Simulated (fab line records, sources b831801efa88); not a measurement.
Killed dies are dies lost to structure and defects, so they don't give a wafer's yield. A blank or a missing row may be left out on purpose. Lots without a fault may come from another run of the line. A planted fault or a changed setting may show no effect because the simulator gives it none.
One fault seen from 2 desks | flow sky130 | each desk has only its own numbers; what lay behind them comes last

THE METROLOGY DESK
What the gauges read, lot by lot, whatever tool the lot ran on: means of the sampled wafers that have a number. A lot is out of limits, marked OUT, if its mean lies more than 4 standard deviations from the usual mean; the brackets give that distance.
Columns: A = CAPM_OVL at SKY_CAPM_OVL_MEAS_12, usual 1.4 nm
lot  | first seen here | A
L307 | day 38 06:24    | 1.3
L310 | day 39 04:04    | 0.9
L313 | day 39 19:25    | 2.7
L314 | day 40 04:25    | 2.7
L316 | day 40 23:25    | 1.6
L317 | day 41 06:31    | 1.7
L318 | day 41 16:40    | 1.5
L322 | day 42 15:12    | 2.4
L325 | day 43 09:13    | 1.3
L327 | day 43 18:22    | -0.5
L328 | day 44 02:34    | -0.2
This desk's finding: nothing out of limits on any of the 11 lots.

THE TOOL OWNER'S DESK: rie_metal-04
The tool's own readings at SKY_METAL3_METAL_ETCH_18 (etches the open film in Cl2/BCl3, stops on SiO2, target depth 845 nm, time 183.1 s): means of the sampled wafers that have a number, for each lot that ran on this tool. A lot is out of limits, marked OUT, if its mean lies more than 4 standard deviations from the usual mean; the brackets give that distance.
Columns: A = drypump_motor_current_A at SKY_METAL3_METAL_ETCH_18, usual 6.0 A; B = oes_product_au at SKY_METAL3_METAL_ETCH_18, usual 0.866 a.u.; C = throttle_valve_pct at SKY_METAL3_METAL_ETCH_18, usual 22.264 %
lot  | first seen here | A   | B     | C
L307 | day 39 08:28    | 6.0 | 0.865 | 22.267
L313 | day 40 21:07    | 6.3 | 0.870 | 22.270
L314 | day 41 05:51    | 6.3 | 0.862 | 22.255
L317 | day 42 06:58    | 6.3 | 0.863 | 22.261
L318 | day 42 17:19    | 6.1 | 0.860 | 22.259
L322 | day 43 14:52    | 6.0 | 0.862 | 22.261
This desk's finding: nothing out of limits on any of the 6 lots.

PUT TOGETHER
The metrology desk saw nothing out of limits.
The tool owner's desk saw nothing out of limits.

WHAT THE SIMULATOR HAD PUT IN
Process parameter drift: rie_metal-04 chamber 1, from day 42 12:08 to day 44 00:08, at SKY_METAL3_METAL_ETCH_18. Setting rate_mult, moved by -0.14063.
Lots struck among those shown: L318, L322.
